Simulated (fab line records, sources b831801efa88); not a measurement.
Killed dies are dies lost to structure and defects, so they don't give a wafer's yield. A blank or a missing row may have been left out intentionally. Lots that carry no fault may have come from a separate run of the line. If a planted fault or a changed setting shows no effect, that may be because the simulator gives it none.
fab line records || flow sfq_line
record {"lots": 5, "wafers": 15, "last_day": 94}
route steps=325 shown I1@73
lots untouched by any fault: they come from a run of this same line in which no faults occurred
start_h: hours from the record's first day to the start of the lot's first wafer shown || wait_h: hours from the lot's prior step to this one || " unchanged from the row above || L1.1+2: a row that stands for several wafers || - no value, or no start given || * or withheld: withheld || < > ~ a bound
route shown NAME@n: names a module that has steps shown in the file, with the first one's number in the route || usual: mean/standard deviation taken from wafers without a fault || same: alike in all rows || chamber/n: place in a boat || sites: each site's reading || _std_site: the standard deviation of these || _edge_site: inner sites' mean taken away from outer sites' mean || radius_mm: how far each site lies from the wafer's centre || mask NAME#n: copy n || behind: the most recent tool/chamber to have shaped the wafer || hold: why the lot was held/for how many hours/how that ended || device: the transistor (n, p or np) that didn't switch || end of line: the route-end tests of the same wafers || where a step has no rows: the recipe by itself || killed: count of dies lost to structure and defects at first sort (not the wafer's yield) || map: dies across one wafer; x = killed, . = not, _ = none there
set.NAME: the run value of the setting; set.NAME@STEP: its run value at that earlier step || model.NAME: the simulator's own value behind a step, which no gauge read
certain route steps with their lots: each step a table, each wafer a row
services: from which hour (start_h, from the record's first day; less than 0 if before it) a tool's chamber was out of use, for how many hours, and why
## steps
# step SFQ_TRILAYER_I1_DEP_PECVD_045
# recipe {"material": "SiO2", "temp_c": 150, "time_s": 111.11, "pressure_torr": 2.4, "rf_w": 183.3, "precursor": "SiH4/N2O", "target_thk_nm": 500}
# usual {"heater_power_w": "89/16", "susceptor_temp_C": "149.99/0.16", "throttle_valve_pct": "25.5/1.2"}
{"lot.wafer": "L315.4", "tool": "pecvd-02", "chamber": 1, "start_h": 335.91, "wait_h": 0.0, "heater_power_w": 103, "susceptor_temp_C": 149.68, "throttle_valve_pct": 25.5}
{"lot.wafer": "L315.5", "tool": "pecvd-02", "chamber": 0, "start_h": 335.91, "wait_h": 0.0, "heater_power_w": 110, "susceptor_temp_C": 149.90, "throttle_valve_pct": 26.7}
{"lot.wafer": "L315.6", "tool": "pecvd-02", "chamber": 2, "start_h": 335.91, "wait_h": 0.0, "heater_power_w": 86, "susceptor_temp_C": 150.10, "throttle_valve_pct": 27.7}
{"lot.wafer": "L317.1", "tool": "pecvd-04", "chamber": 2, "start_h": 347.70, "wait_h": 0.0, "heater_power_w": 106, "susceptor_temp_C": 149.96, "throttle_valve_pct": 24.0}
{"lot.wafer": "L317.4", "tool": "pecvd-04", "chamber": 2, "start_h": 347.70, "wait_h": 0.0, "heater_power_w": 110, "susceptor_temp_C": 149.90, "throttle_valve_pct": 23.8}
{"lot.wafer": "L317.6", "tool": "pecvd-04", "chamber": 1, "start_h": 347.70, "wait_h": 0.0, "heater_power_w": 73, "susceptor_temp_C": 150.00, "throttle_valve_pct": 25.3}
{"lot.wafer": "L322.1", "tool": "pecvd-03", "chamber": 2, "start_h": 384.55, "wait_h": 0.0, "heater_power_w": 75, "susceptor_temp_C": 149.76, "throttle_valve_pct": 25.1}
{"lot.wafer": "L322.3", "tool": "pecvd-03", "chamber": 1, "start_h": 384.55, "wait_h": 0.0, "heater_power_w": 93, "susceptor_temp_C": 149.88, "throttle_valve_pct": 24.7}
{"lot.wafer": "L322.4", "tool": "pecvd-03", "chamber": 0, "start_h": 384.55, "wait_h": 0.0, "heater_power_w": 92, "susceptor_temp_C": 149.88, "throttle_valve_pct": 25.8}
{"lot.wafer": "L329.1", "tool": "pecvd-03", "chamber": 1, "start_h": 427.73, "wait_h": 0.0, "heater_power_w": 91, "susceptor_temp_C": 150.25, "throttle_valve_pct": 24.8}
{"lot.wafer": "L329.5", "tool": "pecvd-03", "chamber": 0, "start_h": 427.73, "wait_h": 0.0, "heater_power_w": 105, "susceptor_temp_C": 150.01, "throttle_valve_pct": 26.0}
{"lot.wafer": "L329.6", "tool": "pecvd-03", "chamber": 1, "start_h": 427.73, "wait_h": 0.0, "heater_power_w": 96, "susceptor_temp_C": 149.98, "throttle_valve_pct": 24.8}
{"lot.wafer": "L332.4", "tool": "pecvd-04", "chamber": 2, "start_h": 446.77, "wait_h": 0.0, "heater_power_w": 118, "susceptor_temp_C": 150.28, "throttle_valve_pct": 23.8}
{"lot.wafer": "L332.5", "tool": "pecvd-04", "chamber": 2, "start_h": 446.77, "wait_h": 0.0, "heater_power_w": 99, "susceptor_temp_C": 150.09, "throttle_valve_pct": 23.9}
{"lot.wafer": "L332.6", "tool": "pecvd-04", "chamber": 1, "start_h": 446.77, "wait_h": 0.0, "heater_power_w": 69, "susceptor_temp_C": 150.29, "throttle_valve_pct": 25.5}
# step SFQ_TRILAYER_I1_CMP_CMP_046
# recipe {"material": "SiO2", "down_force_psi": 3, "platen_rpm": 60, "pad_velocity_m_s": 0.94248}
# usual {"motor_current_A": "10.2/0.75", "time_to_endpoint_s": "207/11"}
{"lot.wafer": "L315.4", "tool": "cmp-01", "chamber": 2, "start_h": 337.55, "wait_h": 1.6, "motor_current_A": 10.7, "time_to_endpoint_s": 216}
{"lot.wafer": "L315.6", "tool": "cmp-01", "chamber": 0, "start_h": 338.55, "wait_h": 2.6, "motor_current_A": 11.1, "time_to_endpoint_s": 223}
{"lot.wafer": "L315.5", "tool": "cmp-01", "chamber": 1, "start_h": 338.55, "wait_h": 2.6, "motor_current_A": 9.8, "time_to_endpoint_s": 215}
{"lot.wafer": "L317.4", "tool": "cmp-01", "chamber": 0, "start_h": 350.37, "wait_h": 2.6, "motor_current_A": 11.1, "time_to_endpoint_s": 228}
{"lot.wafer": "L317.1", "tool": "cmp-01", "chamber": 1, "start_h": 350.37, "wait_h": 2.6, "motor_current_A": 9.8, "time_to_endpoint_s": 205}
{"lot.wafer": "L317.6", "tool": "cmp-01", "chamber": 2, "start_h": 350.37, "wait_h": 2.6, "motor_current_A": 10.3, "time_to_endpoint_s": 207}
{"lot.wafer": "L322.1", "tool": "cmp-01", "chamber": 2, "start_h": 386.61, "wait_h": 2.0, "motor_current_A": 11.0, "time_to_endpoint_s": 204}
{"lot.wafer": "L322.4", "tool": "cmp-01", "chamber": 0, "start_h": 387.61, "wait_h": 3.0, "motor_current_A": 11.4, "time_to_endpoint_s": 210}
{"lot.wafer": "L322.3", "tool": "cmp-01", "chamber": 1, "start_h": 387.61, "wait_h": 3.0, "motor_current_A": 10.0, "time_to_endpoint_s": 198}
{"lot.wafer": "L329.1", "tool": "cmp-01", "chamber": 2, "start_h": 429.21, "wait_h": 1.4, "motor_current_A": 10.7, "time_to_endpoint_s": 208}
{"lot.wafer": "L329.6", "tool": "cmp-01", "chamber": 2, "start_h": 431.21, "wait_h": 3.4, "motor_current_A": 10.1, "time_to_endpoint_s": 210}
{"lot.wafer": "L329.5", "tool": "cmp-01", "chamber": 3, "start_h": 431.21, "wait_h": 3.4, "motor_current_A": 10.0, "time_to_endpoint_s": 205}
{"lot.wafer": "L332.4", "tool": "cmp-01", "chamber": 0, "start_h": 447.99, "wait_h": 1.2, "motor_current_A": 10.7, "time_to_endpoint_s": 232}
{"lot.wafer": "L332.5", "tool": "cmp-01", "chamber": 3, "start_h": 449.49, "wait_h": 2.6, "motor_current_A": 9.6, "time_to_endpoint_s": 223}
{"lot.wafer": "L332.6", "tool": "cmp-01", "chamber": 0, "start_h": 449.49, "wait_h": 2.6, "motor_current_A": 11.0, "time_to_endpoint_s": 228}
# step SFQ_I1_BOW_MEAS_912
# recipe {"mode": "bow"}
# usual {"I1_BOW": "2/9.1"}
{"lot.wafer": "L315.4", "tool": "film_metro-02", "chamber": "-", "start_h": 339.61, "wait_h": 1.6, "I1_BOW[um]": 10}
{"lot.wafer": "L315.5", "tool": "film_metro-02", "chamber": "-", "start_h": 339.61, "wait_h": 1.6, "I1_BOW[um]": 11}
{"lot.wafer": "L315.6", "tool": "film_metro-02", "chamber": "-", "start_h": 339.61, "wait_h": 1.6, "I1_BOW[um]": 14}
{"lot.wafer": "L317.1", "tool": "film_metro-01", "chamber": "-", "start_h": 352.37, "wait_h": 1.0, "I1_BOW[um]": -3}
{"lot.wafer": "L317.4", "tool": "film_metro-01", "chamber": "-", "start_h": 352.37, "wait_h": 1.0, "I1_BOW[um]": 10}
{"lot.wafer": "L317.6", "tool": "film_metro-01", "chamber": "-", "start_h": 352.37, "wait_h": 1.0, "I1_BOW[um]": -11}
{"lot.wafer": "L322.1", "tool": "film_metro-03", "chamber": "-", "start_h": 389.61, "wait_h": 2.5, "I1_BOW[um]": -7}
{"lot.wafer": "L322.3", "tool": "film_metro-03", "chamber": "-", "start_h": 389.61, "wait_h": 2.5, "I1_BOW[um]": 5}
{"lot.wafer": "L322.4", "tool": "film_metro-03", "chamber": "-", "start_h": 389.61, "wait_h": 2.5, "I1_BOW[um]": 5}
{"lot.wafer": "L329.1", "tool": "film_metro-03", "chamber": "-", "start_h": 432.21, "wait_h": 2.5, "I1_BOW[um]": 0}
{"lot.wafer": "L329.5", "tool": "film_metro-03", "chamber": "-", "start_h": 432.21, "wait_h": 2.5, "I1_BOW[um]": 9}
{"lot.wafer": "L329.6", "tool": "film_metro-03", "chamber": "-", "start_h": 432.21, "wait_h": 2.5, "I1_BOW[um]": 15}
{"lot.wafer": "L332.4", "tool": "film_metro-01", "chamber": "-", "start_h": 450.55, "wait_h": 2.1, "I1_BOW[um]": 7}
{"lot.wafer": "L332.5", "tool": "film_metro-01", "chamber": "-", "start_h": 450.55, "wait_h": 2.1, "I1_BOW[um]": 0}
{"lot.wafer": "L332.6", "tool": "film_metro-01", "chamber": "-", "start_h": 450.55, "wait_h": 2.1, "I1_BOW[um]": -6}
# step SFQ_TRILAYER_I1_METRO_MEASURE_047
# usual {"thk_nm": "199.0/1.4"}
{"lot.wafer": "L315.4", "tool": "film_metro-02", "chamber": "-", "start_h": 340.27, "wait_h": 0.6, "thk_nm": 198.1}
{"lot.wafer": "L315.5", "tool": "film_metro-02", "chamber": "-", "start_h": 340.27, "wait_h": 0.6, "thk_nm": 198.9}
{"lot.wafer": "L315.6", "tool": "film_metro-02", "chamber": "-", "start_h": 340.27, "wait_h": 0.6, "thk_nm": 200.0}
{"lot.wafer": "L317.1", "tool": "film_metro-01", "chamber": "-", "start_h": 352.49, "wait_h": 0.1, "thk_nm": 201.0}
{"lot.wafer": "L317.4", "tool": "film_metro-01", "chamber": "-", "start_h": 352.49, "wait_h": 0.1, "thk_nm": 203.6}
{"lot.wafer": "L317.6", "tool": "film_metro-01", "chamber": "-", "start_h": 352.49, "wait_h": 0.1, "thk_nm": 200.8}
{"lot.wafer": "L322.1", "tool": "film_metro-03", "chamber": "-", "start_h": 389.73, "wait_h": 0.1, "thk_nm": 199.8}
{"lot.wafer": "L322.3", "tool": "film_metro-03", "chamber": "-", "start_h": 389.73, "wait_h": 0.1, "thk_nm": 199.4}
{"lot.wafer": "L322.4", "tool": "film_metro-03", "chamber": "-", "start_h": 389.73, "wait_h": 0.1, "thk_nm": 199.3}
{"lot.wafer": "L329.1", "tool": "film_metro-03", "chamber": "-", "start_h": 432.33, "wait_h": 0.1, "thk_nm": 199.0}
{"lot.wafer": "L329.5", "tool": "film_metro-03", "chamber": "-", "start_h": 432.33, "wait_h": 0.1, "thk_nm": 200.2}
{"lot.wafer": "L329.6", "tool": "film_metro-03", "chamber": "-", "start_h": 432.33, "wait_h": 0.1, "thk_nm": 198.8}
{"lot.wafer": "L332.4", "tool": "film_metro-01", "chamber": "-", "start_h": 451.21, "wait_h": 0.6, "thk_nm": 200.8}
{"lot.wafer": "L332.5", "tool": "film_metro-01", "chamber": "-", "start_h": 451.21, "wait_h": 0.6, "thk_nm": 199.1}
{"lot.wafer": "L332.6", "tool": "film_metro-01", "chamber": "-", "start_h": 451.21, "wait_h": 0.6, "thk_nm": 200.8}
# step SFQ_TRILAYER_I1_VIA_LITHO_COAT_054
# recipe {"resist": "BARC", "spin_rpm": 3000, "resist_thk_nm": 62}
# step SFQ_TRILAYER_I1_VIA_LITHO_COAT_049
# recipe {"resist": "KrF", "spin_rpm": 3000, "resist_thk_nm": 650}
# step SFQ_TRILAYER_I1_VIA_LITHO_SOFTBAKE_053
# recipe {"temp_c": "withheld", "time_s": "withheld", "resist": "KrF"}
# step SFQ_TRILAYER_I1_VIA_LITHO_EXPOSE_050
# recipe {"mask_id": "I1", "na": 0.6, "source_shape": "conventional", "sigma_outer": 0.65, "target_cd_nm": 500, "dose_mj": 21.3}
# step SFQ_TRILAYER_I1_VIA_LITHO_PEB_052
# recipe {"peb_temp_c": 115, "peb_time_s": 60, "resist": "KrF"}
# step SFQ_TRILAYER_I1_VIA_LITHO_DEVELOP_051
# recipe {"time_s": 60, "resist": "KrF"}
# step SFQ_I1_OVL_MEAS_913
# usual {"I1_OVL": "0/6.1"}
{"lot.wafer": "L315.4", "tool": "overlay-01", "chamber": "-", "start_h": 451.75, "wait_h": 0.1, "I1_OVL[nm]": 6}
{"lot.wafer": "L315.5", "tool": "overlay-01", "chamber": "-", "start_h": 451.75, "wait_h": 0.1, "I1_OVL[nm]": -1}
{"lot.wafer": "L315.6", "tool": "overlay-01", "chamber": "-", "start_h": 451.75, "wait_h": 0.1, "I1_OVL[nm]": 9}
{"lot.wafer": "L317.1", "tool": "overlay-02", "chamber": "-", "start_h": 468.53, "wait_h": 0.1, "I1_OVL[nm]": 1}
{"lot.wafer": "L317.4", "tool": "overlay-02", "chamber": "-", "start_h": 468.53, "wait_h": 0.1, "I1_OVL[nm]": -6}
{"lot.wafer": "L317.6", "tool": "overlay-02", "chamber": "-", "start_h": 468.53, "wait_h": 0.1, "I1_OVL[nm]": -6}
{"lot.wafer": "L322.1", "tool": "overlay-01", "chamber": "-", "start_h": 506.93, "wait_h": 0.1, "I1_OVL[nm]": -2}
{"lot.wafer": "L322.3", "tool": "overlay-01", "chamber": "-", "start_h": 506.93, "wait_h": 0.1, "I1_OVL[nm]": -4}
{"lot.wafer": "L322.4", "tool": "overlay-01", "chamber": "-", "start_h": 506.93, "wait_h": 0.1, "I1_OVL[nm]": -2}
{"lot.wafer": "L329.1", "tool": "overlay-02", "chamber": "-", "start_h": 565.10, "wait_h": 0.1, "I1_OVL[nm]": 0}
{"lot.wafer": "L329.5", "tool": "overlay-02", "chamber": "-", "start_h": 565.10, "wait_h": 0.1, "I1_OVL[nm]": -1}
{"lot.wafer": "L329.6", "tool": "overlay-02", "chamber": "-", "start_h": 565.10, "wait_h": 0.1, "I1_OVL[nm]": 2}
{"lot.wafer": "L332.4", "tool": "overlay-01", "chamber": "-", "start_h": 584.44, "wait_h": 0.1, "I1_OVL[nm]": -4}
{"lot.wafer": "L332.5", "tool": "overlay-01", "chamber": "-", "start_h": 584.44, "wait_h": 0.1, "I1_OVL[nm]": -7}
{"lot.wafer": "L332.6", "tool": "overlay-01", "chamber": "-", "start_h": 584.44, "wait_h": 0.1, "I1_OVL[nm]": 6}
# step SFQ_TRILAYER_I1_VIA_BARC_OPEN_VIA_ETCH_071
# recipe {"mask_material": "PR", "chemistry": "O2", "target_depth_nm": 125, "target": "BARC", "source_w": 500, "bias_w": 80, "pressure_mtorr": 30, "time_s": 41.7}
# usual {"bias_w": "80.02/0.24", "drypump_motor_current_A": "5.5/0.42", "oes_product_au": "0.685/0.0046"}
{"lot.wafer": "L315.4", "tool": "rie_diel-02", "chamber": 0, "start_h": 451.77, "wait_h": 0.0, "bias_w": 79.92, "drypump_motor_current_A": 5.5, "oes_product_au": 0.688, "rf_hours_counter_h": 2}
{"lot.wafer": "L315.5", "tool": "rie_diel-02", "chamber": 2, "start_h": 451.77, "wait_h": 0.0, "bias_w": 80.14, "drypump_motor_current_A": 5.9, "oes_product_au": 0.682, "rf_hours_counter_h": "-"}
{"lot.wafer": "L315.6", "tool": "rie_diel-02", "chamber": 3, "start_h": 451.77, "wait_h": 0.0, "bias_w": 79.98, "drypump_motor_current_A": 5.9, "oes_product_au": 0.692, "rf_hours_counter_h": "-"}
{"lot.wafer": "L317.1", "tool": "rie_diel-01", "chamber": 3, "start_h": 468.57, "wait_h": 0.0, "bias_w": 80.27, "drypump_motor_current_A": 5.6, "oes_product_au": 0.685, "rf_hours_counter_h": 103}
{"lot.wafer": "L317.4", "tool": "rie_diel-01", "chamber": 1, "start_h": 468.57, "wait_h": 0.0, "bias_w": 79.94, "drypump_motor_current_A": 5.2, "oes_product_au": 0.686, "rf_hours_counter_h": 103}
{"lot.wafer": "L317.6", "tool": "rie_diel-01", "chamber": 2, "start_h": 468.57, "wait_h": 0.0, "bias_w": 79.37, "drypump_motor_current_A": 4.8, "oes_product_au": 0.689, "rf_hours_counter_h": "-"}
{"lot.wafer": "L322.1", "tool": "rie_diel-01", "chamber": 3, "start_h": 506.97, "wait_h": 0.0, "bias_w": 79.93, "drypump_motor_current_A": 5.6, "oes_product_au": 0.684, "rf_hours_counter_h": 0}
{"lot.wafer": "L322.3", "tool": "rie_diel-01", "chamber": 1, "start_h": 506.97, "wait_h": 0.0, "bias_w": 80.07, "drypump_motor_current_A": 5.2, "oes_product_au": 0.686, "rf_hours_counter_h": 0}
{"lot.wafer": "L322.4", "tool": "rie_diel-01", "chamber": 0, "start_h": 506.97, "wait_h": 0.0, "bias_w": 79.84, "drypump_motor_current_A": 5.4, "oes_product_au": 0.691, "rf_hours_counter_h": 2}
{"lot.wafer": "L329.1", "tool": "rie_diel-04", "chamber": 1, "start_h": 565.13, "wait_h": 0.0, "bias_w": 79.86, "drypump_motor_current_A": 5.6, "oes_product_au": 0.688, "rf_hours_counter_h": 33}
{"lot.wafer": "L329.5", "tool": "rie_diel-04", "chamber": 3, "start_h": 565.13, "wait_h": 0.0, "bias_w": 80.29, "drypump_motor_current_A": 6.3, "oes_product_au": 0.690, "rf_hours_counter_h": "-"}
{"lot.wafer": "L329.6", "tool": "rie_diel-04", "chamber": 0, "start_h": 565.13, "wait_h": 0.0, "bias_w": 80.10, "drypump_motor_current_A": 5.0, "oes_product_au": 0.693, "rf_hours_counter_h": "-"}
{"lot.wafer": "L332.4", "tool": "rie_diel-04", "chamber": 3, "start_h": 584.46, "wait_h": 0.0, "bias_w": 80.37, "drypump_motor_current_A": 6.2, "oes_product_au": 0.680, "rf_hours_counter_h": 18}
{"lot.wafer": "L332.5", "tool": "rie_diel-04", "chamber": 0, "start_h": 584.46, "wait_h": 0.0, "bias_w": 79.94, "drypump_motor_current_A": 5.0, "oes_product_au": 0.681, "rf_hours_counter_h": "-"}
{"lot.wafer": "L332.6", "tool": "rie_diel-04", "chamber": 3, "start_h": 584.46, "wait_h": 0.0, "bias_w": 80.20, "drypump_motor_current_A": 6.2, "oes_product_au": 0.693, "rf_hours_counter_h": "-"}
# step SFQ_TRILAYER_I1_VIA_ETCH_VIA_ETCH_052
# recipe {"target": "SiO2", "stop_on": "Nb", "mask_material": "PR", "taper_deg": 20, "chemistry": "CHF3", "target_depth_nm": 260, "source_w": 500, "bias_w": 80, "pressure_mtorr": 30, "time_s": "withheld"}
# usual {"bias_w": "79.97/0.24", "drypump_motor_current_A": "5.5/0.42", "oes_product_au": "0.852/0.0057"}
{"lot.wafer": "L315.4", "tool": "rie_diel-02", "chamber": 0, "start_h": 451.81, "wait_h": 0.0, "bias_w": 79.60, "drypump_motor_current_A": 5.5, "oes_product_au": 0.854, "model.Nb_of_TRILAYER_M1_DEP_SPUTTER_037.thk_nm": 199.3}
{"lot.wafer": "L315.5", "tool": "rie_diel-02", "chamber": 2, "start_h": 451.81, "wait_h": 0.0, "bias_w": 80.10, "drypump_motor_current_A": 5.8, "oes_product_au": 0.856, "model.Nb_of_TRILAYER_M1_DEP_SPUTTER_037.thk_nm": 197.3}
{"lot.wafer": "L315.6", "tool": "rie_diel-02", "chamber": 3, "start_h": 451.81, "wait_h": 0.0, "bias_w": 80.29, "drypump_motor_current_A": 5.9, "oes_product_au": 0.858, "model.Nb_of_TRILAYER_M1_DEP_SPUTTER_037.thk_nm": 200.5}
{"lot.wafer": "L317.1", "tool": "rie_diel-01", "chamber": 3, "start_h": 468.61, "wait_h": 0.0, "bias_w": 80.15, "drypump_motor_current_A": 5.6, "oes_product_au": 0.853, "model.Nb_of_TRILAYER_M1_DEP_SPUTTER_037.thk_nm": 199.2}
{"lot.wafer": "L317.4", "tool": "rie_diel-01", "chamber": 1, "start_h": 468.61, "wait_h": 0.0, "bias_w": 80.38, "drypump_motor_current_A": 5.2, "oes_product_au": 0.858, "model.Nb_of_TRILAYER_M1_DEP_SPUTTER_037.thk_nm": 202.3}
{"lot.wafer": "L317.6", "tool": "rie_diel-01", "chamber": 2, "start_h": 468.61, "wait_h": 0.0, "bias_w": 79.98, "drypump_motor_current_A": 4.8, "oes_product_au": 0.863, "model.Nb_of_TRILAYER_M1_DEP_SPUTTER_037.thk_nm": 199.5}
{"lot.wafer": "L322.1", "tool": "rie_diel-01", "chamber": 3, "start_h": 507.01, "wait_h": 0.0, "bias_w": 80.20, "drypump_motor_current_A": 5.7, "oes_product_au": 0.852, "model.Nb_of_TRILAYER_M1_DEP_SPUTTER_037.thk_nm": 198}
{"lot.wafer": "L322.3", "tool": "rie_diel-01", "chamber": 1, "start_h": 507.01, "wait_h": 0.0, "bias_w": 80.20, "drypump_motor_current_A": 5.2, "oes_product_au": 0.848, "model.Nb_of_TRILAYER_M1_DEP_SPUTTER_037.thk_nm": 202}
{"lot.wafer": "L322.4", "tool": "rie_diel-01", "chamber": 0, "start_h": 507.01, "wait_h": 0.0, "bias_w": 96.68, "drypump_motor_current_A": 5.4, "oes_product_au": 0.854, "model.Nb_of_TRILAYER_M1_DEP_SPUTTER_037.thk_nm": 194.8}
{"lot.wafer": "L329.1", "tool": "rie_diel-04", "chamber": 1, "start_h": 565.17, "wait_h": 0.0, "bias_w": 79.66, "drypump_motor_current_A": 5.6, "oes_product_au": 0.857, "model.Nb_of_TRILAYER_M1_DEP_SPUTTER_037.thk_nm": 196.2}
{"lot.wafer": "L329.5", "tool": "rie_diel-04", "chamber": 3, "start_h": 565.17, "wait_h": 0.0, "bias_w": 79.40, "drypump_motor_current_A": 6.3, "oes_product_au": 0.854, "model.Nb_of_TRILAYER_M1_DEP_SPUTTER_037.thk_nm": 201}
{"lot.wafer": "L329.6", "tool": "rie_diel-04", "chamber": 0, "start_h": 565.17, "wait_h": 0.0, "bias_w": 80.04, "drypump_motor_current_A": 5.0, "oes_product_au": 0.840, "model.Nb_of_TRILAYER_M1_DEP_SPUTTER_037.thk_nm": 199.5}
{"lot.wafer": "L332.4", "tool": "rie_diel-04", "chamber": 3, "start_h": 584.50, "wait_h": 0.0, "bias_w": 80.19, "drypump_motor_current_A": 6.3, "oes_product_au": 0.855, "model.Nb_of_TRILAYER_M1_DEP_SPUTTER_037.thk_nm": 197.9}
{"lot.wafer": "L332.5", "tool": "rie_diel-04", "chamber": 0, "start_h": 584.50, "wait_h": 0.0, "bias_w": 79.79, "drypump_motor_current_A": 5.0, "oes_product_au": 0.850, "model.Nb_of_TRILAYER_M1_DEP_SPUTTER_037.thk_nm": 200.5}
{"lot.wafer": "L332.6", "tool": "rie_diel-04", "chamber": 3, "start_h": 584.50, "wait_h": 0.0, "bias_w": 79.74, "drypump_motor_current_A": 6.3, "oes_product_au": 0.853, "model.Nb_of_TRILAYER_M1_DEP_SPUTTER_037.thk_nm": 201.5}
# step SFQ_TRILAYER_I1_VIA_STRIP_STRIP_053
# recipe {"gas": "O2", "power_w": 200, "platen_temp_c": 40, "overash_fraction": 0.65, "chemistry": "O2", "pressure_mtorr": 50}
# usual {"drypump_motor_current_A": "5.9/0.44", "oes_product_au": "1.003/0.014"}
{"lot.wafer": "L315.4", "tool": "rie_metal-04", "chamber": 0, "start_h": 452.12, "wait_h": "-", "drypump_motor_current_A": 6.2, "oes_product_au": 0.998, "rf_hours_counter_h": "-"}
{"lot.wafer": "L315.5", "tool": "rie_metal-04", "chamber": 0, "start_h": 452.12, "wait_h": "-", "drypump_motor_current_A": 6.2, "oes_product_au": 1.001, "rf_hours_counter_h": "-"}
{"lot.wafer": "L315.6", "tool": "rie_metal-04", "chamber": 1, "start_h": 452.12, "wait_h": "-", "drypump_motor_current_A": 5.7, "oes_product_au": 1.023, "rf_hours_counter_h": "-"}
{"lot.wafer": "L317.1", "tool": "rie_metal-04", "chamber": 0, "start_h": 468.72, "wait_h": "-", "drypump_motor_current_A": 6.2, "oes_product_au": 0.995, "rf_hours_counter_h": 14}
{"lot.wafer": "L317.4", "tool": "rie_metal-04", "chamber": 1, "start_h": 468.72, "wait_h": "-", "drypump_motor_current_A": 5.7, "oes_product_au": 1.023, "rf_hours_counter_h": "-"}
{"lot.wafer": "L317.6", "tool": "rie_metal-04", "chamber": 1, "start_h": 468.72, "wait_h": "-", "drypump_motor_current_A": 5.7, "oes_product_au": 1.037, "rf_hours_counter_h": "-"}
{"lot.wafer": "L322.1", "tool": "rie_metal-04", "chamber": 1, "start_h": 507.12, "wait_h": "-", "drypump_motor_current_A": 5.7, "oes_product_au": 1.031, "rf_hours_counter_h": 121}
{"lot.wafer": "L322.3", "tool": "rie_metal-04", "chamber": 1, "start_h": 507.12, "wait_h": "-", "drypump_motor_current_A": 5.7, "oes_product_au": 1.025, "rf_hours_counter_h": "-"}
{"lot.wafer": "L322.4", "tool": "rie_metal-04", "chamber": 0, "start_h": 507.12, "wait_h": "-", "drypump_motor_current_A": 6.2, "oes_product_au": 0.995, "rf_hours_counter_h": "-"}
{"lot.wafer": "L329.1", "tool": "rie_metal-04", "chamber": 1, "start_h": 565.29, "wait_h": "-", "drypump_motor_current_A": 5.7, "oes_product_au": 1.026, "rf_hours_counter_h": 129}
{"lot.wafer": "L329.5", "tool": "rie_metal-04", "chamber": 1, "start_h": 565.29, "wait_h": "-", "drypump_motor_current_A": 5.7, "oes_product_au": 1.012, "rf_hours_counter_h": "-"}
{"lot.wafer": "L329.6", "tool": "rie_metal-04", "chamber": 0, "start_h": 565.29, "wait_h": "-", "drypump_motor_current_A": 6.2, "oes_product_au": 0.992, "rf_hours_counter_h": "-"}
{"lot.wafer": "L332.4", "tool": "rie_metal-04", "chamber": 1, "start_h": 584.81, "wait_h": "-", "drypump_motor_current_A": 5.7, "oes_product_au": 1.017, "rf_hours_counter_h": "-"}
{"lot.wafer": "L332.5", "tool": "rie_metal-04", "chamber": 1, "start_h": 584.81, "wait_h": "-", "drypump_motor_current_A": 5.7, "oes_product_au": 1.017, "rf_hours_counter_h": "-"}
{"lot.wafer": "L332.6", "tool": "rie_metal-04", "chamber": 0, "start_h": 584.81, "wait_h": "-", "drypump_motor_current_A": 6.2, "oes_product_au": 0.993, "rf_hours_counter_h": "-"}
## services
{"tool": "rie_diel-04", "chamber": 3, "start_h": 328.68, "hours": 15.6, "kind": "repair"}
{"tool": "rie_metal-04", "chamber": 1, "start_h": 331.70, "hours": 15.4, "kind": "repair"}
{"tool": "film_metro-03", "chamber": "-", "start_h": 338.28, "hours": 2.6, "kind": "pm"}
{"tool": "rie_diel-02", "chamber": 2, "start_h": 338.96, "hours": 1.8, "kind": "repair"}
{"tool": "rie_diel-01", "chamber": 1, "start_h": 343.67, "hours": 5.3, "kind": "repair"}
{"tool": "rie_diel-01", "chamber": "-", "start_h": 352.73, "hours": 28.1, "kind": "pm"}
{"tool": "pecvd-03", "chamber": "-", "start_h": 391.98, "hours": 0.2, "kind": "repair"}
{"tool": "rie_diel-04", "chamber": "-", "start_h": 403.28, "hours": 2.0, "kind": "repair"}
{"tool": "rie_diel-01", "chamber": "-", "start_h": 403.54, "hours": 0.4, "kind": "repair"}
{"tool": "cmp-01", "chamber": "-", "start_h": 409.22, "hours": 4.0, "kind": "pm"}
{"tool": "rie_diel-04", "chamber": 3, "start_h": 458.62, "hours": 1.5, "kind": "repair"}
{"tool": "rie_diel-01", "chamber": "-", "start_h": 460.58, "hours": 0.7, "kind": "repair"}
{"tool": "rie_diel-04", "chamber": 2, "start_h": 461.56, "hours": 15.3, "kind": "repair"}
{"tool": "rie_diel-04", "chamber": 0, "start_h": 467.82, "hours": 12.6, "kind": "repair"}
{"tool": "rie_diel-04", "chamber": 2, "start_h": 481.07, "hours": 8.9, "kind": "repair"}
{"tool": "rie_diel-04", "chamber": 3, "start_h": 485.43, "hours": 4.3, "kind": "repair"}
{"tool": "rie_diel-04", "chamber": "-", "start_h": 504.37, "hours": 4.6, "kind": "repair"}
{"tool": "cmp-01", "chamber": "-", "start_h": 510.67, "hours": 11.8, "kind": "pm"}
{"tool": "rie_metal-04", "chamber": "-", "start_h": 513.30, "hours": 0.9, "kind": "repair"}
{"tool": "rie_diel-04", "chamber": 0, "start_h": 517.08, "hours": 4.4, "kind": "repair"}
{"tool": "rie_diel-01", "chamber": "-", "start_h": 518.27, "hours": 4.3, "kind": "pm"}
{"tool": "cmp-01", "chamber": "-", "start_h": 532.54, "hours": 0.8, "kind": "repair"}
{"tool": "rie_diel-04", "chamber": "-", "start_h": 543.99, "hours": 0.1, "kind": "repair"}
{"tool": "rie_diel-01", "chamber": 3, "start_h": 578.06, "hours": 5.4, "kind": "repair"}
## key
first_sign {"step": "SFQ_TRILAYER_I1_VIA_ETCH_VIA_ETCH_052", "reading": "bias_w", "direction": "up", "sigmas": 70, "usual": 79.97, "struck": 96.68}
effect none on later readings
model_effect {"step": "SFQ_TRILAYER_I1_VIA_ETCH_VIA_ETCH_052", "value": "Nb_of_TRILAYER_M1_DEP_SPUTTER_037.thk_nm", "without": 196.5, "struck": 194.8}
met_at SFQ_TRILAYER_I1_VIA_ETCH_VIA_ETCH_052
struck_wafers L322.4
fault {"kind": "process_parameter_drift", "tool": "rie_diel-01", "chamber": 0, "onset_h": 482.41, "steps": "SFQ_TRILAYER_I1_VIA_ETCH_VIA_ETCH_052", "channel": "bias_w", "offset": 16.858, "shape": "step", "end_h": 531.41, "acts_in": "these_recipes_only", "stated": 80}
